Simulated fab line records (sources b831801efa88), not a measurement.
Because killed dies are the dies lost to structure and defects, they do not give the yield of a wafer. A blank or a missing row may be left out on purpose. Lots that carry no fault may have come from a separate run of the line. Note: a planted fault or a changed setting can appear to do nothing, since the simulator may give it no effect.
fab line records    flow sfq_line
record: lots: 15  wafers: 43  last_day: 92
route steps=325 shown I2@114 I3@135 M4@159
lots untouched by any fault: they come from a run of this same line in which no faults occurred
start_h: hours from the record's first day to the start of the lot's first wafer shown    wait_h: how many hours have passed since the lot's step before this one    " repeats the value in the row above    L1.1+2: a single row standing in for several wafers    - no value, or no start given    * or withheld: withheld    < > ~ a bound
route shown NAME@n: names a module that has steps shown in the file, with the first one's number in the route    usual: mean/standard deviation taken from wafers without a fault    same: alike in all rows    chamber/n: place in a boat    sites: per-site readings    _std_site: standard deviation across them    _edge_site: the outer-site mean with the inner-site mean subtracted    radius_mm: for every site, how far away it sits from the centre of the wafer    mask NAME#n: copy n    behind: the most recent tool/chamber to have shaped the wafer    hold: the reason the lot was held/the length of the hold in hours/how it ended    device: the n, p or np transistor that did not switch    end of line: the tests these same wafers got at the end of their route    a step with no rows: only its recipe    killed: at the first sort, the dies lost to defects and structure; wafer yield is something else    map: per-die view of a wafer (x killed, . not killed, _ where there is no die)
set.NAME: setting as actually run; set.NAME@STEP: the setting as run at that earlier step    model.NAME: the simulator's own value behind a step, which no gauge read
one table for each step of the route and one row for each wafer, over a sample of lots
services: the hour from which a tool's chamber was out of use, counted from the record's first day as start_h (under 0 if before that day), plus the number of hours and why
== steps ==
step: SFQ_TRILAYER_I2_VIA_BARC_OPEN_VIA_ETCH_096
recipe: mask_material: PR  chemistry: O2  target_depth_nm: 125  target: BARC  source_w: 500  bias_w: 80  pressure_mtorr: 30  time_s: 41.7
usual: drypump_motor_current_A: 5.8/0.44  oes_product_au: 0.686/0.0046  run_length_s: 70.1/0.38
lot.wafer  tool         chamber  start_h  wait_h  drypump_motor_current_A  oes_product_au  rf_hours_counter_h  run_length_s
L914.2     rie_diel-01  1        700.92   0.0     5.4                      0.685           4.5                 70.1
L914.5     "            0        "        "       5.6                      0.682           -                   70.1
L914.6     "            1        "        "       5.4                      0.681           -                   69.6
L915.2     rie_diel-01  3        708.12   0.0     6.7                      0.690           2.8                 69.6
L915.5     "            0        "        "       5.6                      0.681           -                   70.4
L915.6     "            3        "        "       6.7                      0.683           -                   69.5
L916.1     rie_diel-03  2        717.75   0.0     5.9                      0.683           10.3                70.2
L916.4     "            3        "        "       5.6                      0.689           -                   70.6
L916.5     "            2        "        "       5.9                      0.689           -                   70.8
L917.3     rie_diel-01  2        723.25   0.0     5.9                      0.687           1.7                 70.2
L917.4     "            0        "        "       5.6                      0.689           5.4                 70.7
L917.6     "            3        "        "       6.7                      0.693           -                   69.4
L918.4     rie_diel-01  0        731.65   0.0     5.6                      0.687           5.5                 70.2
L918.5     "            1        "        "       5.4                      0.687           -                   69.6
L918.6     "            0        "        "       5.6                      0.690           -                   70.6
L921.2     rie_diel-04  1        761.65   0.0     5.3                      0.683           3.8                 70.2
L921.3     "            2        "        "       5.5                      0.685           5.9                 70.1
L921.6     "            1        "        "       5.3                      0.691           -                   69.8
L922.2     rie_diel-03  2        762.85   0.0     5.9                      0.689           11.3                70.1
L922.5     "            2        "        "       5.9                      0.680           -                   70.5
L922.6     "            3        "        "       5.6                      0.691           -                   70.7
L923.2     rie_diel-04  3        778.11   0.0     5.7                      0.685           4.9                 69.8
L923.3     "            2        "        "       5.5                      0.690           6.2                 70.4
L923.6     "            3        "        "       5.6                      0.681           -                   69.8
L925.1     rie_diel-04  1        797.31   0.0     5.3                      0.697           4.4                 69.9
L925.4     "            1        "        "       5.3                      0.683           -                   69.6
L926.1     rie_diel-01  0        806.91   0.0     5.6                      0.677           6.5                 70.8
L926.6     "            3        "        "       6.7                      0.682           -                   69.5
L929.1     rie_diel-01  3        862.40   0.0     6.6                      0.688           4.9                 69.6
L929.2     "            0        "        "       5.6                      0.694           7.0                 70.3
L929.5     "            1        "        "       5.4                      0.688           -                   70.0
L933.2     rie_diel-03  3        899.44   0.0     5.6                      0.681           4.1                 70.5
L933.5     "            0        "        "       5.4                      0.686           -                   70.3
L933.6     "            3        "        "       5.6                      0.687           -                   70.5
L935.2     rie_diel-03  2        916.24   0.0     5.9                      0.678           13.2                70.3
L935.4     "            3        "        "       5.6                      0.685           4.3                 70.8
L935.6     "            3        "        "       5.6                      0.686           -                   70.6
L936.3     rie_diel-01  2        925.96   0.0     5.9                      0.685           4.6                 69.8
L936.4     "            0        "        "       5.6                      0.691           7.9                 70.3
L936.5     "            0        "        "       5.6                      0.689           -                   70.0
L937.2     rie_diel-03  3        935.56   0.0     5.6                      0.689           4.4                 70.6
L937.3     "            0        "        "       5.3                      0.681           9.3                 70.5
L937.5     "            2        "        "       5.9                      0.686           -                   70.2
step: SFQ_I3_BOW_MEAS_922
recipe: mode: bow
usual: I3_BOW: 3/8.5
lot.wafer  tool           chamber  start_h  wait_h  I3_BOW[um]
L914.2     film_metro-02  -        870.05   1.5     2
L914.5     "              -        "        "       2
L914.6     "              -        "        "       2
L915.2     film_metro-02  -        876.05   2.0     -4
L915.5     "              -        "        "       5
L915.6     "              -        "        "       -5
L916.1     film_metro-01  -        883.21   1.0     1
L916.4     "              -        "        "       -4
L916.5     "              -        "        "       -12
L917.3     film_metro-02  -        888.41   2.0     5
L917.4     "              -        "        "       19
L917.6     "              -        "        "       7
L918.4     film_metro-01  -        898.61   1.1     -3
L918.5     "              -        "        "       3
L918.6     "              -        "        "       -7
L921.2     film_metro-01  -        917.90   2.0     6
L921.3     "              -        "        "       10
L921.6     "              -        "        "       5
L922.2     film_metro-02  -        919.10   1.5     -5
L922.5     "              -        "        "       5
L922.6     "              -        "        "       -5
L923.2     film_metro-02  -        936.62   2.5     -2
L923.3     "              -        "        "       0
L923.6     "              -        "        "       -3
L925.1     film_metro-04  -        946.93   2.0     -4
L925.4     "              -        "        "       7
L926.1     film_metro-01  -        958.93   1.0     -5
L926.6     "              -        "        "       -5
L929.1     film_metro-02  -        1021.70  1.0     6
L929.2     "              -        "        "       12
L929.5     "              -        "        "       25
L933.2     film_metro-04  -        1065.12  1.0     15
L933.5     "              -        "        "       26
L933.6     "              -        "        "       7
L935.2     film_metro-01  -        1089.24  1.0     -10
L935.4     "              -        "        "       9
L935.6     "              -        "        "       6
L936.3     film_metro-01  -        1096.26  2.5     2
L936.4     "              -        "        "       11
L936.5     "              -        "        "       5
L937.2     film_metro-04  -        1105.24  2.0     -11
L937.3     "              -        "        "       -2
L937.5     "              -        "        "       -2
step: SFQ_TRILAYER_I3_VIA_STRIP_STRIP_089
recipe: gas: O2  power_w: 200  platen_temp_c: 40  overash_fraction: 0.65  chemistry: O2  pressure_mtorr: 50
usual: drypump_motor_current_A: 5.72/0.3  oes_product_au: 1.000/0.0082
lot.wafer  tool          chamber  start_h  wait_h  drypump_motor_current_A  oes_product_au  rf_hours_counter_h
L914.2     rie_metal-03  0        1025.01  -       5.89                     1.000           128
L914.5     "             0        "        "       5.92                     0.992           -
L914.6     "             1        "        "       5.73                     0.999           -
L915.2     rie_metal-01  1        1031.01  -       5.45                     0.994           116
L915.5     "             1        "        "       5.44                     0.995           -
L915.6     "             0        "        "       5.53                     1.002           -
L916.1     rie_metal-02  0        1038.21  -       5.47                     0.996           60
L916.4     "             0        "        "       5.46                     1.001           -
L916.5     "             0        "        "       5.47                     1.008           -
L917.3     rie_metal-01  0        1045.61  -       5.51                     1.002           -
L917.4     "             1        "        "       5.42                     1.002           -
L917.6     "             0        "        "       5.52                     1.008           -
L918.4     rie_metal-01  0        1055.34  -       5.53                     0.998           -
L918.5     "             0        "        "       5.53                     1.007           -
L918.6     "             1        "        "       5.44                     0.991           -
L921.2     rie_metal-03  0        1079.14  -       5.92                     0.985           135
L921.3     "             1        "        "       5.75                     0.999           -
L921.6     "             0        "        "       5.91                     0.990           -
L922.2     rie_metal-01  1        1080.78  -       5.44                     0.985           121
L922.5     "             1        "        "       5.43                     0.988           -
L922.6     "             0        "        "       5.50                     1.008           -
L923.2     rie_metal-01  1        1096.86  -       5.46                     0.999           124
L923.3     "             1        "        "       5.47                     1.011           -
L923.6     "             1        "        "       5.44                     1.001           -
L925.1     rie_metal-01  0        1111.26  -       5.53                     1.008           17
L925.4     "             0        "        "       5.52                     1.007           -
L926.1     rie_metal-01  0        1119.66  -       5.50                     1.013           17
L926.6     "             1        "        "       5.46                     1.007           -
L929.1     rie_metal-03  0        1166.58  -       5.90                     1.005           9
L929.2     "             1        "        "       5.78                     1.013           114
L929.5     "             0        "        "       5.90                     1.003           -
L933.2     rie_metal-02  1        1183.66  -       6.30                     1.012           140
L933.5     "             1        "        "       6.29                     1.014           -
L933.6     "             0        "        "       5.47                     1.007           -
L935.2     rie_metal-01  0        1219.66  -       5.54                     1.001           34
L935.4     "             1        "        "       5.46                     1.004           -
L935.6     "             0        "        "       5.55                     1.002           -
L936.3     rie_metal-02  1        1227.06  -       6.29                     1.015           -
L936.4     "             0        "        "       5.48                     0.985           -
L936.5     "             0        "        "       5.48                     0.998           -
L937.2     rie_metal-03  1        1235.26  -       5.75                     0.988           122
L937.3     "             1        "        "       5.75                     0.992           -
L937.5     "             0        "        "       5.91                     0.990           -
step: SFQ_TRILAYER_M4_BARC_OPEN_METAL_ETCH_123
recipe: mask_material: PR  chemistry: O2  target_depth_nm: 125  target: BARC  icp_w: 600  bias_w: 80  pressure_mtorr: 10  time_s: 41.7
usual: drypump_motor_current_A: 5.87/0.25  oes_product_au: 0.685/0.0043  run_length_s: 70.3/0.73
lot.wafer  tool          chamber  start_h  wait_h  drypump_motor_current_A  oes_product_au  rf_hours_counter_h  run_length_s
L914.2     rie_metal-02  0        1052.41  0.0     5.47                     0.684           61                  69.6
L914.5     "             1        "        "       6.32                     0.690           -                   70.4
L914.6     "             0        "        "       5.45                     0.690           -                   69.7
L915.2     rie_metal-03  1        1053.61  0.0     5.72                     0.694           95                  69.9
L915.5     "             1        "        "       5.71                     0.684           -                   70.3
L915.6     "             1        "        "       5.74                     0.685           -                   69.9
L916.1     rie_metal-04  0        1054.81  0.0     5.74                     0.684           127                 69.8
L916.4     "             0        "        "       5.74                     0.682           -                   69.6
L916.5     "             1        "        "       6.18                     0.681           -                   70.5
L917.3     rie_metal-02  0        1056.03  0.0     5.46                     0.680           -                   69.6
L917.4     "             1        "        "       6.30                     0.685           -                   70.6
L917.6     "             0        "        "       5.45                     0.690           -                   69.9
L918.4     rie_metal-02  1        1058.52  0.0     6.29                     0.683           -                   73.1
L918.5     "             0        "        "       5.47                     0.684           -                   73.1
L918.6     "             1        "        "       6.32                     0.686           -                   73.2
L921.2     rie_metal-03  1        1083.25  0.0     5.73                     0.688           -                   70.4
L921.3     "             1        "        "       5.75                     0.675           -                   70.4
L921.6     "             1        "        "       5.72                     0.683           -                   69.9
L922.2     rie_metal-03  1        1085.65  0.0     5.76                     0.695           -                   70.0
L922.5     "             1        "        "       5.76                     0.688           -                   69.9
L922.6     "             1        "        "       5.74                     0.687           -                   69.9
L923.2     rie_metal-03  1        1100.34  0.0     5.75                     0.684           105                 69.9
L923.3     "             1        "        "       5.74                     0.687           -                   70.0
L923.6     "             1        "        "       5.72                     0.673           -                   73.1
L925.1     rie_metal-03  1        1114.79  0.0     5.76                     0.661           107                 73.0
L925.4     "             1        "        "       5.79                     0.681           -                   70.4
L926.1     rie_metal-03  1        1123.19  0.0     5.72                     0.669           108                 73.7
L926.6     "             1        "        "       5.73                     0.661           -                   73.0
L929.1     rie_metal-03  0        1281.76  0.0     5.88                     0.688           25                  71.1
L929.2     "             1        "        "       5.73                     0.693           129                 70.0
L929.5     "             1        "        "       5.71                     0.679           -                   70.0
L933.2     rie_metal-04  0        1302.07  0.0     5.78                     0.686           14                  69.6
L933.5     "             0        "        "       5.77                     0.677           -                   69.5
L933.6     "             1        "        "       6.16                     0.688           -                   70.3
L935.2     rie_metal-03  0        1345.80  0.0     5.88                     0.678           36                  70.5
L935.4     "             0        "        "       5.90                     0.687           -                   70.8
L935.6     "             1        "        "       5.77                     0.683           -                   70.4
L936.3     rie_metal-03  0        1351.82  0.0     5.91                     0.682           -                   70.5
L936.4     "             1        "        "       5.77                     0.688           -                   70.7
L936.5     "             0        "        "       5.96                     0.675           -                   70.5
L937.2     rie_metal-03  0        1359.00  0.0     5.92                     0.691           37                  71.2
L937.3     "             0        "        "       5.90                     0.683           -                   70.7
L937.5     "             0        "        "       5.93                     0.691           -                   70.5
== services ==
tool          chamber  start_h  hours  kind
rie_diel-03   0        677.71   100.8  repair
rie_metal-01  1        683.72   33.7   repair
rie_metal-02  -        688.64   14.6   pm
rie_metal-01  -        703.58   1.3    repair
rie_metal-03  0        705.14   8.4    repair
rie_diel-01   0        755.50   9.8    repair
rie_metal-03  -        821.86   2.8    pm
rie_diel-01   -        845.60   2.8    pm
rie_diel-01   1        863.12   9.8    repair
rie_metal-02  0        871.02   13.8   repair
rie_metal-02  1        891.52   1.6    repair
rie_diel-01   1        911.05   9.5    repair
rie_metal-03  -        1045.41  0.5    repair
rie_metal-02  -        1053.20  2.8    pm
rie_metal-01  1        1062.94  5.3    repair
rie_diel-01   1        1116.41  9.3    repair
rie_diel-01   2        1121.71  2.2    repair
rie_metal-03  -        1127.90  1.1    repair
rie_metal-02  1        1216.63  4.5    repair
rie_metal-02  0        1274.11  13.3   repair
rie_diel-01   2        1289.25  14.8   repair
rie_diel-01   2        1319.23  8.5    repair
rie_metal-03  -        1332.52  0.1    repair
rie_diel-01   1        1345.90  3.4    repair
== key ==
first_sign: step: SFQ_TRILAYER_M4_BARC_OPEN_METAL_ETCH_123  reading: oes_product_au  direction: down  sigmas: 4.4  usual: 0.685  struck: 0.666
effect: step: SFQ_TRILAYER_M4_BARC_OPEN_METAL_ETCH_123  reading: run_length_s  direction: up  sigmas: 3.9  usual: *  struck: *
met_at SFQ_TRILAYER_M4_BARC_OPEN_METAL_ETCH_123
struck_lots L923,L925,L926
struck_wafers L923.6,L925.1,L926.1,L926.6
not_acting_at SFQ_TRILAYER_I2_VIA_BARC_OPEN_VIA_ETCH_096,SFQ_I3_BOW_MEAS_922,SFQ_TRILAYER_I3_VIA_STRIP_STRIP_089
onset_between 1085.65 1100.34
fault: kind: process_parameter_drift  tool: rie_metal-03  chamber: -  onset_h: 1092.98  steps: SFQ_TRILAYER_M4_BARC_OPEN_METAL_ETCH_123  channel: time_s  offset: *  shape: step  end_h: 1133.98  scope: struck_wafers_only  acts_in: *  stated: *
